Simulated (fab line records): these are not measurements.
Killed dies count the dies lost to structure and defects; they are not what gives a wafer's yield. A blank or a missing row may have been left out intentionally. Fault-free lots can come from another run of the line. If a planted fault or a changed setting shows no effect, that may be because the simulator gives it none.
A lot that was struck, set against a sound lot || flow gf180mcu || 23 steps out of a route of 602
Sound: these wafers, L732.1, L732.2, L732.4. Wafers struck: L742.1, L742.3, L742.6. The cause comes at the end.
At each step with rows: each side's tool, then ch and its chambers, then its first start. Under that, the readings that differ: sound wafers || struck wafers || difference of the means || sigmas: that difference in standard deviations of wafers without a fault.
alike: words and numbers the same on both sides, and readings whose means are apart by under 2 such deviations; not compared: readings that were withheld, readings missing a value for some wafer, numbers with overlapping values and no deviation given by the record, and bounds like >300 which may hide the same value.
A row with sigmas, a row that says differs or no value, or rows on one side alone: a step with any of these is where the two part. When numbers do not overlap yet have no deviation, they are printed without sigmas and do not part them. A reading missing from all wafers of one side parts the sides only when that side holds two or more wafers.

GF_V1_RS_MEAS_24: a four-point-probe measurement.
  sound: filmMetro-04 at day 20 08:00; struck: filmMetro-02 at day 23 15:31
  alike: V1_W_RS
GF_V1_THK_MEAS_25: measures by xrf.
  sound: filmMetro-04 at day 20 08:07; struck: filmMetro-02 at day 23 15:38
  alike: V1_W_THK
GF_V1_CMP_26: polishes, stops on SiO2, t overpolish 15 s, target thk 0 nm.
  sound on cmp-01 ch 1,2,3, day 20 08:14; struck on cmp-01 ch 1,3, day 23 15:42
  alike: motorCurrentA, overpolishRunS, timeToEndpointS
then, 1 step without rows for these wafers: GF_M2_SPUTTER_00 (material Ti, target thk 37.5 nm, time 150 s).
GF_M2_SPUTTER_01: material TiN, target thk 30 nm, time 25 s.
  sound: pvdSputter-04 at day 20 08:35; struck: pvdSputter-04 at day 23 16:06
  alike: throttleValvePct
GF_M2_SPUTTER_02: material AlCu, target thk 450 nm, time 23.9 s.
  sound: pvdSputter-04 at day 20 08:37; struck: pvdSputter-04 at day 23 16:08
  alike: throttleValvePct
GF_M2_SPUTTER_03: material Ti, target thk 10 nm, time 6.7 s.
  sound: pvdSputter-04 at day 20 08:38; struck: pvdSputter-04 at day 23 16:10
  alike: throttleValvePct
GF_M2_SPUTTER_04: material TiN, target thk 50 nm, time 41.7 s.
  sound: pvdSputter-04 at day 20 08:40; struck: pvdSputter-04 at day 23 16:11
  alike: throttleValvePct
GF_M2_RS_MEAS_05: a four-point-probe measurement.
  sound: filmMetro-01 at day 20 08:42; struck: filmMetro-03 at day 23 16:13
  alike: M2_ALCU_RS
GF_M2_THK_MEAS_06: measures by xrf.
  sound: filmMetro-01 at day 20 08:49; struck: filmMetro-03 at day 23 16:20
  alike: M2_ALCU_THK
then, 2 steps without rows for these wafers: GF_M2_DEHYDRATE_07 (time 60 s); GF_M2_HMDS_08 (prime time 60 s).
GF_M2_COAT_09: resist thk 1000 nm.
  sound on lithoTrack-04 ch 0, day 20 20:39; struck on lithoTrack-01 ch 0, day 24 03:31
{"reading": "model.KrF_of_M2_COAT_09.thkNm (nm)", "sound": "999.4 996.7 998.6", "struck": "1021 1020 1026", "difference": "+24", "sigmas": ""}
then, 4 steps without rows for these wafers: GF_M2_SOFTBAKE_10 (time 60 s); GF_M2_EXPOSE_11 (exposes mask Metal2, target cd 280 nm); GF_M2_PEB_12 (peb time 90 s); GF_M2_DEVELOP_13 (develop time 60 s).
GF_M2_CD_MEAS_14 targets a cd of 280 nm.
  sound: cdSem-02 at day 21 08:54; struck: cdSem-01 at day 24 14:19
  alike: cdNm
GF_M2_OVL_MEAS_15:
  sound: overlay-01 at day 21 09:01; struck: overlay-02 at day 24 14:26
  alike: M2_OVL
GF_M2_METAL_ETCH_16: etches the open film in Cl2/BCl3, stops on SiO2, target depth 627.5 nm, time 104.6 s.
  sound on rieMetal-01 ch 0,1, day 21 09:04; struck on rieMetal-02 ch 0, day 24 14:28
{"reading": "model.KrF_of_M2_COAT_09.thkNm (nm)", "sound": "728.3 730.9 724.6", "struck": "750.7 750.7 757.3", "difference": "+25.0", "sigmas": ""}
  alike: drypumpMotorCurrentA, oesProductAu, throttleValvePct
  not compared: rfHoursCounterH
GF_M2_STRIP_17: strips in O2/N2.
  sound on plasmaAsher-02 ch 0,1, day 21 09:10; struck on plasmaAsher-02 ch 0,1, day 24 14:35
{"reading": "stripTimeToEndpointS (s)", "sound": "7.80 7.83 7.76", "struck": "8.03 8.05 8.10", "difference": "+0.26", "sigmas": "+6"}
  alike: drypumpMotorCurrentA, heaterPowerW, o2FlowSccm, oesProductAu
  not compared: rfHoursCounterH
then, 2 steps without rows for these wafers: GF_M2_STRIP_18 (strips in post etch residue remover, time 1200 s); GF_PASSIVATION_PROBE_99.

## WHERE THEY PART
At GF_M2_STRIP_17 and nowhere else, as far as this record goes.

WHY: the cause the simulator had injected
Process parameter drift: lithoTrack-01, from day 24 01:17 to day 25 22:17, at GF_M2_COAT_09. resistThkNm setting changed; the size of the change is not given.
